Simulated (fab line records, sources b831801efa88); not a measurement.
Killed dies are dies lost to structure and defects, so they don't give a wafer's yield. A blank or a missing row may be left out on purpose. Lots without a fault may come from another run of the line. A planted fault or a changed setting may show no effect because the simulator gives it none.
Which tool did it? | flow sky130 | 11 lots, 33 wafers sampled, at 6 steps of a route of 708

WHAT THE GAUGES READ, wafer by wafer
SKY_SONOS_ONO_OVL_MEAS_14.
lot  | measured     | on         | SONOS_ONO_OVL (nm)
L214 | day 13 14:16 | overlay-01 | -0.9 -1.6 -1.8
L216 | day 14 02:30 | overlay-02 | 0.9 0.6 1.6
L217 | day 14 05:42 | overlay-02 | 1.9 -0.8 1.4
L219 | day 15 02:24 | overlay-02 | 1.4 0.9 0.4
L220 | day 15 13:07 | overlay-01 | 2.1 0.8 1.0
L223 | day 16 21:30 | overlay-01 | 1.2 1.2 1.0
L224 | day 17 02:36 | overlay-02 | 0.6 -2.4 0.4
L229 | day 18 21:25 | overlay-01 | -0.1 -0.5 0.4
L231 | day 19 07:20 | overlay-01 | -0.9 -0.2 -0.3
L234 | day 20 04:55 | overlay-01 | 1.6 2.8 0.9
L235 | day 20 21:06 | overlay-01 | 2.6 1.8 -0.1

SKY_POLY_GATE_THK_MEAS_21.
lot  | measured     | on            | POLY_GATE_OXIDATION_THK (nm)
L214 | day 17 12:37 | film_metro-02 | 4.03 3.94 3.97
L216 | day 18 00:55 | film_metro-01 | 4.10 4.13 4.11
L217 | day 18 06:06 | film_metro-03 | 3.85 3.90 3.85
L219 | day 19 03:07 | film_metro-02 | 3.86 3.92 3.86
L220 | day 19 18:26 | film_metro-01 | 4.13 4.09 4.05
L223 | day 21 05:54 | film_metro-03 | 3.95 3.98 3.99
L224 | day 21 11:19 | film_metro-02 | 3.89 3.90 3.96
L229 | day 23 04:44 | film_metro-01 | 4.00 4.08 4.06
L231 | day 23 16:39 | film_metro-03 | 4.04 4.20 4.16
L234 | day 24 11:51 | film_metro-03 | 4.09 4.02 4.09
L235 | day 25 03:26 | film_metro-02 | 4.14 4.14 4.11

SKY_LDD_N_TW_MEAS_17.
lot  | measured     | on            | LDD_N_TW
L214 | day 18 19:22 | film_metro-02 | 2592 2597 2597
L216 | day 19 08:25 | film_metro-02 | 2591 2578 2580
L217 | day 19 13:16 | film_metro-04 | 2623 2617 2622
L219 | day 20 11:25 | film_metro-04 | 2637 2615 2620
L220 | day 21 02:11 | film_metro-01 | 2571 2575 2570
L223 | day 22 13:55 | film_metro-01 | 3008 3026 3020
L224 | day 22 19:01 | film_metro-04 | 3058 3067 3053
L229 | day 24 12:23 | film_metro-01 | 2557 2572 2570
L231 | day 24 23:36 | film_metro-04 | 2629 2628 2640
L234 | day 25 18:47 | film_metro-02 | 2594 2586 2597
L235 | day 26 10:25 | film_metro-02 | 2584 2585 2577

WHICH TOOL RAN EACH LOT (tool, then ch and the chambers of the sampled wafers, then the start)
lot  | SKY_VT_ADJUST_PCH_STRIP_09           | SKY_LDD_N_IMPLANT_08            | SKY_LDD_N_STRIP_16
L214 | plasma_asher-02 ch 0,1, day 11 09:01 | implanter-02 ch 0, day 18 18:04 | plasma_asher-04 ch 0,1, day 18 19:16
L216 | plasma_asher-03 ch 0, day 11 19:01   | implanter-04 ch 0, day 19 07:07 | plasma_asher-04 ch 0,1, day 19 08:19
L217 | plasma_asher-02 ch 0,1, day 11 22:37 | implanter-04 ch 0, day 19 11:58 | plasma_asher-04 ch 0,1, day 19 13:10
L219 | plasma_asher-02 ch 0,1, day 12 16:17 | implanter-01 ch 0, day 20 10:07 | plasma_asher-02 ch 0,1, day 20 11:19
L220 | plasma_asher-04 ch 0, day 13 01:07   | implanter-02 ch 0, day 21 00:53 | plasma_asher-04 ch 0,1, day 21 02:05
L223 | plasma_asher-03 ch 0,1, day 14 07:04 | implanter-04 ch 0, day 22 12:37 | plasma_asher-04 ch 0,1, day 22 13:49
L224 | plasma_asher-03 ch 0,1, day 14 13:49 | implanter-04 ch 0, day 22 17:43 | plasma_asher-01 ch 0,1, day 22 18:55
L229 | plasma_asher-03 ch 0,1, day 16 00:50 | implanter-01 ch 0, day 24 11:05 | plasma_asher-04 ch 0,1, day 24 12:16
L231 | plasma_asher-02 ch 0,1, day 16 13:21 | implanter-01 ch 0, day 24 22:20 | plasma_asher-01 ch 0,1, day 24 23:31
L234 | plasma_asher-04 ch 0,1, day 17 09:28 | implanter-01 ch 0, day 25 17:29 | plasma_asher-02 ch 0,1, day 25 18:40
L235 | plasma_asher-03 ch 0,1, day 18 03:43 | implanter-04 ch 0, day 26 09:07 | plasma_asher-01 ch 0,1, day 26 10:19
- SKY_VT_ADJUST_PCH_STRIP_09: strips in O2/N2.
- SKY_LDD_N_IMPLANT_08
- SKY_LDD_N_STRIP_16: strips in O2/N2.

WHAT THE TOOLS THEMSELVES READ (means of the sampled wafers that have a number; where no wafer has one, the mark that the record gives instead)
SKY_VT_ADJUST_PCH_STRIP_09.
lot  | tool            | chamber_pressure_mTorr (mTorr) | drypump_motor_current_A (A) | oes_product_au (a.u.) | strip_time_to_endpoint_s (s)
L214 | plasma_asher-02 | 1499.7                         | 6.3                         | 0.722                 | 36.80
L216 | plasma_asher-03 | 1499.9                         | 5.6                         | 0.720                 | 36.96
L217 | plasma_asher-02 | 1499.9                         | 6.4                         | 0.720                 | 36.91
L219 | plasma_asher-02 | 1500.1                         | 6.4                         | 0.723                 | 36.78
L220 | plasma_asher-04 | 1499.6                         | 4.7                         | 0.724                 | 37.02
L223 | plasma_asher-03 | 1500.0                         | 5.5                         | 0.724                 | 36.86
L224 | plasma_asher-03 | 1499.3                         | 5.5                         | 0.726                 | 36.95
L229 | plasma_asher-03 | 1500.3                         | 5.5                         | 0.719                 | 36.89
L231 | plasma_asher-02 | 1499.7                         | 6.3                         | 0.721                 | 37.02
L234 | plasma_asher-04 | 1499.8                         | 5.2                         | 0.723                 | 36.95
L235 | plasma_asher-03 | 1500.4                         | 5.6                         | 0.721                 | 37.07

SKY_LDD_N_IMPLANT_08.
lot  | tool         | beam_on_s (s) | dose_ions_cm2 | faraday_current_uA
L214 | implanter-02 | 10.14         | 7.508e+13     | 416
L216 | implanter-04 | 10.11         | 7.505e+13     | 417
L217 | implanter-04 | 9.95          | 7.497e+13     | 425
L219 | implanter-01 | 10.00         | 7.501e+13     | 423
L220 | implanter-02 | 9.82          | 7.495e+13     | 431
L223 | implanter-04 | 88.79         | 8.334e+14     | 530
L224 | implanter-04 | 89.08         | 8.333e+14     | 527
L229 | implanter-01 | 10.20         | 7.495e+13     | 414
L231 | implanter-01 | 10.04         | 7.501e+13     | 422
L234 | implanter-01 | 10.09         | 7.498e+13     | 419
L235 | implanter-04 | 10.00         | 7.494e+13     | 423

SKY_LDD_N_STRIP_16.
lot  | tool            | chamber_pressure_mTorr (mTorr) | drypump_motor_current_A (A) | oes_product_au (a.u.) | strip_time_to_endpoint_s (s)
L214 | plasma_asher-04 | 1499.8                         | 4.9                         | 0.406                 | 4.313
L216 | plasma_asher-04 | 1499.8                         | 5.1                         | 0.410                 | 4.332
L217 | plasma_asher-04 | 1500.8                         | 5.2                         | 0.405                 | 4.326
L219 | plasma_asher-02 | 1499.9                         | 6.3                         | 0.403                 | 4.306
L220 | plasma_asher-04 | 1499.5                         | 4.9                         | 0.413                 | 4.306
L223 | plasma_asher-04 | 1500.2                         | 4.9                         | 0.406                 | 5.866
L224 | plasma_asher-01 | 1498.9                         | 5.7                         | 0.408                 | 5.870
L229 | plasma_asher-04 | 1501.3                         | 5.1                         | 0.406                 | 4.299
L231 | plasma_asher-01 | 1499.9                         | 5.7                         | 0.407                 | 4.322
L234 | plasma_asher-02 | 1498.4                         | 6.3                         | 0.408                 | 4.319
L235 | plasma_asher-01 | 1499.6                         | 5.7                         | 0.402                 | 4.284

THE ANSWER, worked out from the rows above alone
Rule: what is usual is taken from the lots themselves. Put in order of their means at a reading, lots are off if they are a third of the lots or fewer, leave a main group of 4 or more, and stand apart from it by a gap of 3 or more times the standard deviation of the main group's means; of several such gaps the widest counts. A main group whose means are all the same, to the digits that the tables above print for the reading, isn't used. A lot without any number at a reading at which 4 lots or more have one is off too. The other lots that the step has rows for count as sound. The gauges are gone through in route order, then the tools' own readings, and for those a lot's mean is taken as printed above. The first step at which some lot is off is used, and at that step the reading that is off furthest; a lot without a number counts as furthest.
Off: L223, L224, at SKY_LDD_N_TW_MEAS_17 (LDD_N_TW). The main group: mean 2596, standard deviation 22.
A tool fits if, at a process step before that reading, it ran every lot that is off, and no sound lot after the first of them. The gauges at SKY_LDD_N_TW_MEAS_17 aren't tried: what is off there is off at SKY_LDD_N_IMPLANT_08 too, on other tools, and a gauge's error can't cause that. None of those tried fits.

WHAT THE SIMULATOR HAD PUT IN
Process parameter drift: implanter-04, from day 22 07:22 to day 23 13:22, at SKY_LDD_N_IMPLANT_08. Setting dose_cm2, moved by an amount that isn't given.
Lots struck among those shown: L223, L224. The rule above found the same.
